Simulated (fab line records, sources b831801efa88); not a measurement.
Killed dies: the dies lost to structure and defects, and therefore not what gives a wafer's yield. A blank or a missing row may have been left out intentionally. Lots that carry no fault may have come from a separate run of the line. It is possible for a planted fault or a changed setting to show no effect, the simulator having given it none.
Split-lot experiment + flow sky130 + 5 lots, 23 wafers read, on a route of 708 steps

THE SPLIT
At SKY_PASSIVATION_COAT_06 (resist thk 3000 nm), the setting spin_rpm was moved away from the recipe's 2000 rpm on 7 of the 23 wafers read, by -4.7% to +2.2%. The other wafers ran this setting at the recipe's value.

FROM THE SPLIT TO THE READING: what the file shows between them, 4 steps
- SKY_PASSIVATION_SOFTBAKE_07
- SKY_PASSIVATION_EXPOSE_08: exposes mask NSM, target cd 3000 nm
- SKY_PASSIVATION_PEB_09
- SKY_PASSIVATION_DEVELOP_10: develop time 61.78 s

THE READING
coat_of_PASSIVATION_COAT_06.thk_nm (the simulator's own value, which no gauge read), in nm, at SKY_PASSIVATION_ETCH_11 (etches the open film in CF4/O2, stops on AlCu, target depth 725 nm, time 161.1 s). The file does not state a usual value for it. Across the 16 wafers here that went through the recipe, the average is 2517 nm and the standard deviation 13 nm.

| wafer  | tool, chamber at the split | spin_rpm as run, rpm | against the recipe | coat_of_PASSIVATION_COAT_06.thk_nm, nm | against lot-mates on the recipe |
|--------|----------------------------|----------------------|--------------------|----------------------------------------|---------------------------------|
| L074.1 | litho_track-01, 0          | 2000                 | recipe             | 2534                                   | -                               |
| L074.2 | litho_track-01, 0          | 2000                 | recipe             | 2521                                   | -                               |
| L074.3 | litho_track-01, 0          | 2044                 | +2.2%              | 2451                                   | -69                             |
| L074.4 | litho_track-01, 0          | 2044                 | +2.2%              | 2482                                   | -38                             |
| L074.6 | litho_track-01, 0          | 2000                 | recipe             | 2504                                   | -                               |
| L077.1 | litho_track-01, 0          | 2000                 | recipe             | 2526                                   | -                               |
| L077.2 | litho_track-01, 0          | 2000                 | recipe             | 2509                                   | -                               |
| L077.4 | litho_track-01, 0          | 1936                 | -3.2%              | 2559                                   | +41                             |
| L077.5 | litho_track-01, 0          | 1936                 | -3.2%              | 2547                                   | +29                             |
| L077.6 | litho_track-01, 0          | 2000                 | recipe             | 2519                                   | -                               |
| L075.1 | litho_track-01, 0          | 2000                 | recipe             | 2498                                   | -                               |
| L075.2 | litho_track-01, 0          | 2000                 | recipe             | 2527                                   | -                               |
| L075.6 | litho_track-01, 0          | 2000                 | recipe             | 2488                                   | -                               |
| L079.1 | litho_track-02, 0          | 2000                 | recipe             | 2532                                   | -                               |
| L079.2 | litho_track-02, 0          | 2000                 | recipe             | 2533                                   | -                               |
| L079.6 | litho_track-02, 0          | 2000                 | recipe             | 2533                                   | -                               |
| L079.4 | litho_track-02, 0          | 2000                 | recipe             | 2511                                   | -                               |
| L079.5 | litho_track-02, 0          | 2000                 | recipe             | 2509                                   | -                               |
| L083.1 | litho_track-01, 0          | 2000                 | recipe             | 2519                                   | -                               |
| L083.2 | litho_track-01, 0          | 1906                 | -4.7%              | 2608                                   | +94                             |
| L083.4 | litho_track-01, 0          | 2000                 | recipe             | 2510                                   | -                               |
| L083.5 | litho_track-01, 0          | 1906                 | -4.7%              | 2585                                   | +70                             |
| L083.6 | litho_track-01, 0          | 1906                 | -4.7%              | 2602                                   | +88                             |

FIT RESULTS
A straight line over all 23 wafers: coat_of_PASSIVATION_COAT_06.thk_nm changes by -17 nm for each +1% of spin_rpm; r = -0.92; the points scatter about the line by 15 nm.
The same after taking each lot's own level away (the mean of its wafers on the recipe; 23 wafers): -17.5 nm for each +1%; r = -0.93; scatter 14 nm.
The reading moves by 82 nm for the largest change in spin_rpm, on that fit.
The span of the lots' own levels, 2504.3 to 2523.6 nm, comes to 1.5 times the standard deviation stated above.
Consequently the slope shifts little with the lot-to-lot level, the two slopes agreeing.
Check: for one of the wafers moved furthest among these (-4.7%), held out of the fit, the line's prediction against its lot-mates is +75 nm. It came out at +93.5 nm against them.

ADDITIONAL SPLITS CARRIED BY THESE WAFERS
Note: prior to the reading, these wafers also went through further splits. Each is held against what the fit with the lots' levels taken away leaves over:
| other split on the same wafers          | wafers away from the commonest value | r with coat_of_PASSIVATION_COAT_06.thk_nm (lot level and that fit taken away) |
|-----------------------------------------|--------------------------------------|-------------------------------------------------------------------------------|
| SKY_METAL5_SPUTTER_03 power_w           | 7                                    | -0.16                                                                         |
| SKY_METAL5_METAL_ETCH_15 over_etch_frac | 8                                    | -0.16                                                                         |

THE WHOLE CHAIN: every reading that the file lists as answering this split, in the file's order
| step                     | what it does                                                                     | reading                                                                             | change (the file's fit)              | r (the file's) |
|--------------------------|----------------------------------------------------------------------------------|-------------------------------------------------------------------------------------|--------------------------------------|----------------|
| SKY_PASSIVATION_COAT_06  | resist thk 3000 nm                                                               | coat_of_PASSIVATION_COAT_06.thk_nm (the simulator's own value, which no gauge read) | -15.3 nm for each +1% of the setting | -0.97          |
| SKY_PASSIVATION_ETCH_11  | etches the open film in CF4/O2, stops on AlCu, target depth 725 nm, time 161.1 s | coat_of_PASSIVATION_COAT_06.thk_nm (the simulator's own value, which no gauge read) | -16.8 nm for each +1% of the setting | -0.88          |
| SKY_PASSIVATION_STRIP_12 | strips in O2/N2                                                                  | strip_time_to_endpoint_s                                                            | withheld for each +1% of the setting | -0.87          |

FILE'S OWN FIT
coat_of_PASSIVATION_COAT_06.thk_nm changes by -16.8 nm for each +1% of spin_rpm, r = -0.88.
